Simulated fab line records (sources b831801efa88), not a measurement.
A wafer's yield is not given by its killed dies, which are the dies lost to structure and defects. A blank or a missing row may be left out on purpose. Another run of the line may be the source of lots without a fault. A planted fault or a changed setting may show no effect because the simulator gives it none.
2 desks, one fault || flow gf180mcu || every desk sees just its own numbers, and what lay behind them comes last

## AT THE TOOL OWNER'S DESK: pvdSputter-01
The tool's own readings at GF_TOP_METAL_SPUTTER_02 (material AlCu, target thk 900 nm, time 47.82 s): means of the sampled wafers that have a number, for each lot that ran on this tool. If a lot's mean is further than 4 standard deviations from the usual mean, the lot is out of limits and carries the mark OUT (the distance appears in the brackets).
Columns: A = throttleValvePct at GF_TOP_METAL_SPUTTER_02, usual 29.8 %
{"lot": "L738", "first seen here": "day 28 18:16", "A": 29.8}
{"lot": "L739", "first seen here": "day 29 01:37", "A": 30.0}
{"lot": "L740", "first seen here": "day 29 08:02", "A": 29.7}
{"lot": "L741", "first seen here": "day 29 21:49", "A": 29.9}
{"lot": "L743", "first seen here": "day 30 07:10", "A": 28.8}
{"lot": "L753", "first seen here": "day 32 18:50", "A": 29.3}
{"lot": "L755", "first seen here": "day 33 08:02", "A": 30.3}
This desk found nothing out of limits on any of the 7 lots.

## METROLOGY DESK
What the gauges read for every lot (on any tool): the sampled wafers with a number, averaged. If a lot's mean is further than 4 standard deviations from the usual mean, the lot is out of limits and carries the mark OUT (the distance appears in the brackets).
Columns: A = TOP_METAL_ALCU_RS at GF_TOP_METAL_RS_MEAS_05, usual 0.0329 ohm/sq; B = TOP_METAL_ALCU_THK at GF_TOP_METAL_THK_MEAS_06, usual 911 nm
{"lot": "L738", "first seen here": "day 28 18:22", "A": 0.0331, "B": 906}
{"lot": "L739", "first seen here": "day 29 01:42", "A": 0.0335, "B": 884}
{"lot": "L740", "first seen here": "day 29 08:09", "A": 0.0323, "B": 917}
{"lot": "L741", "first seen here": "day 29 21:56", "A": 0.0326, "B": 908}
{"lot": "L743", "first seen here": "day 30 07:15", "A": 0.0324, "B": 931}
{"lot": "L751", "first seen here": "day 32 12:52", "A": 0.0325, "B": 919}
{"lot": "L752", "first seen here": "day 32 17:30", "A": 0.0328, "B": 924}
{"lot": "L753", "first seen here": "day 32 18:55", "A": 0.0325, "B": 930}
{"lot": "L754", "first seen here": "day 33 01:14", "A": 0.0325, "B": 914}
{"lot": "L755", "first seen here": "day 33 08:10", "A": 0.0334, "B": 906}
This desk found nothing out of limits on any of the 10 lots.

## PUT TOGETHER
Nothing out of limits was seen by the tool owner's desk.
Nothing out of limits was seen by the metrology desk.

## WHAT THE SIMULATOR HAD INSERTED
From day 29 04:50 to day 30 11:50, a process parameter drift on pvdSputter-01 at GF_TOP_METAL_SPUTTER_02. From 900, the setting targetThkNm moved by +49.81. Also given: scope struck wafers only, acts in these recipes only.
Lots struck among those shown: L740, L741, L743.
